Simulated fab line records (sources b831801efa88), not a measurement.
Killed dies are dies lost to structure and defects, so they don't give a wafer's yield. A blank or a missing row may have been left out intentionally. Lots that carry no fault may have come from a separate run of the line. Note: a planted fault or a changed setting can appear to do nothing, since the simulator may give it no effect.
Commonality check across tools :: flow gf180mcu :: Sampled: 13 lots, 39 wafers

WHAT PROMPTED THE OPENING
GF_PSD_RS_MEAS_14, reading NSD_RS: flagged on 2 of 13 lots. No-fault wafers: 46.12 ohm/sq, standard deviation 0.091.
Rule: flag the lot when none of its wafers has a number, or when each of its wafers that has one lies beyond 4 standard deviations from that mean. The rest of the lots are taken to be sound.

lot: L208
measured: day 14 05:29
on: filmMetro-03
NSD_RS (ohm/sq), wafer by wafer: 46.11 46.11 46.19
flag: 

lot: L209
measured: day 14 10:47
on: filmMetro-04
NSD_RS (ohm/sq), wafer by wafer: 46.07 46.10 46.13
flag: 

lot: L211
measured: day 15 08:37
on: filmMetro-02
NSD_RS (ohm/sq), wafer by wafer: 45.92 45.94 45.97
flag: 

lot: L214
measured: day 16 10:29
on: filmMetro-04
NSD_RS (ohm/sq), wafer by wafer: 46.06 46.05 46.12
flag: 

lot: L218
measured: day 17 18:57
on: filmMetro-02
NSD_RS (ohm/sq), wafer by wafer: 43.71 43.61 43.68
flag: FLAGGED

lot: L219
measured: day 18 00:37
on: filmMetro-04
NSD_RS (ohm/sq), wafer by wafer: 43.87 43.84 43.87
flag: FLAGGED

lot: L224
measured: day 19 23:32
on: filmMetro-02
NSD_RS (ohm/sq), wafer by wafer: 46.05 46.01 46.11
flag: 

lot: L225
measured: day 20 08:10
on: filmMetro-02
NSD_RS (ohm/sq), wafer by wafer: 45.96 46.05 46.04
flag: 

lot: L226
measured: day 20 19:41
on: filmMetro-03
NSD_RS (ohm/sq), wafer by wafer: 46.01 46.09 46.06
flag: 

lot: L227
measured: day 21 06:46
on: filmMetro-03
NSD_RS (ohm/sq), wafer by wafer: 46.03 46.08 46.14
flag: 

lot: L228
measured: day 21 10:24
on: filmMetro-04
NSD_RS (ohm/sq), wafer by wafer: 46.23 46.23 46.24
flag: 

lot: L230
measured: day 22 03:28
on: filmMetro-04
NSD_RS (ohm/sq), wafer by wafer: 46.14 46.05 46.14
flag: 

lot: L231
measured: day 22 04:47
on: filmMetro-03
NSD_RS (ohm/sq), wafer by wafer: 46.22 46.14 46.19
flag: 
On average the flagged lots' numbers are 43.76 ohm/sq, which is -2.36 ohm/sq against the usual, or -26 standard deviations.

LOT BY LOT: THE TOOL USED
The record holds 1 process step before the reading, out of a route of 602 steps. Read each cell as the tool, then ch plus the chambers that the sampled wafers visited, then the start.
lot: L208
flag: 
GF_PSD_RTA_13: rtpAnneal-02 ch 0, day 14 05:25

lot: L209
flag: 
GF_PSD_RTA_13: rtpAnneal-01 ch 0, day 14 10:42

lot: L211
flag: 
GF_PSD_RTA_13: rtpAnneal-02 ch 0, day 15 08:31

lot: L214
flag: 
GF_PSD_RTA_13: rtpAnneal-01 ch 0, day 16 10:19

lot: L218
flag: FLAGGED
GF_PSD_RTA_13: rtpAnneal-01 ch 0, day 17 18:52

lot: L219
flag: FLAGGED
GF_PSD_RTA_13: rtpAnneal-01 ch 0, day 18 00:31

lot: L224
flag: 
GF_PSD_RTA_13: rtpAnneal-02 ch 0, day 19 23:27

lot: L225
flag: 
GF_PSD_RTA_13: rtpAnneal-02 ch 0, day 20 08:05

lot: L226
flag: 
GF_PSD_RTA_13: rtpAnneal-01 ch 0, day 20 19:32

lot: L227
flag: 
GF_PSD_RTA_13: rtpAnneal-02 ch 0, day 21 06:41

lot: L228
flag: 
GF_PSD_RTA_13: rtpAnneal-01 ch 0, day 21 10:19

lot: L230
flag: 
GF_PSD_RTA_13: rtpAnneal-01 ch 0, day 22 03:23

lot: L231
flag: 
GF_PSD_RTA_13: rtpAnneal-01 ch 0, day 22 04:41
What the steps here do:
- GF_PSD_RTA_13: time 20 s.
- GF_PSD_RS_MEAS_14: measures by four-point-probe.

FLAGGED AGAINST TOTAL, ONE TOOL AT A TIME (gauges that did the reading follow at the end)
step: GF_PSD_RTA_13
tool: rtpAnneal-01
lots run: 8
flagged: 2
share of the flagged lots: all
sound lots run after its first flagged lot: 4 (L226,L228,L230,L231)

step: GF_PSD_RTA_13
tool: rtpAnneal-02
lots run: 5
flagged: 0
share of the flagged lots: none
sound lots run after its first flagged lot: -

step: GF_PSD_RS_MEAS_14
tool: filmMetro-02
lots run: 4
flagged: 1
share of the flagged lots: some
sound lots run after its first flagged lot: 2 (L224,L225)

step: GF_PSD_RS_MEAS_14
tool: filmMetro-03
lots run: 4
flagged: 0
share of the flagged lots: none
sound lots run after its first flagged lot: -

step: GF_PSD_RS_MEAS_14
tool: filmMetro-04
lots run: 5
flagged: 1
share of the flagged lots: some
sound lots run after its first flagged lot: 2 (L228,L230)

WHAT THE TABLE PERMITS
1 row of the table ran every flagged lot: rtpAnneal-01 at GF_PSD_RTA_13.
- rtpAnneal-01 at GF_PSD_RTA_13 ran 8 lots, 2 of them flagged. Lots that were sound ran on it after the first flagged one (L226, L228, L230, L231); a persistent fault on the entire tool would not allow that.
Not one row of the table ran every flagged lot while running no sound lot after the first.

WHAT THE SIMULATOR HAD INSERTED
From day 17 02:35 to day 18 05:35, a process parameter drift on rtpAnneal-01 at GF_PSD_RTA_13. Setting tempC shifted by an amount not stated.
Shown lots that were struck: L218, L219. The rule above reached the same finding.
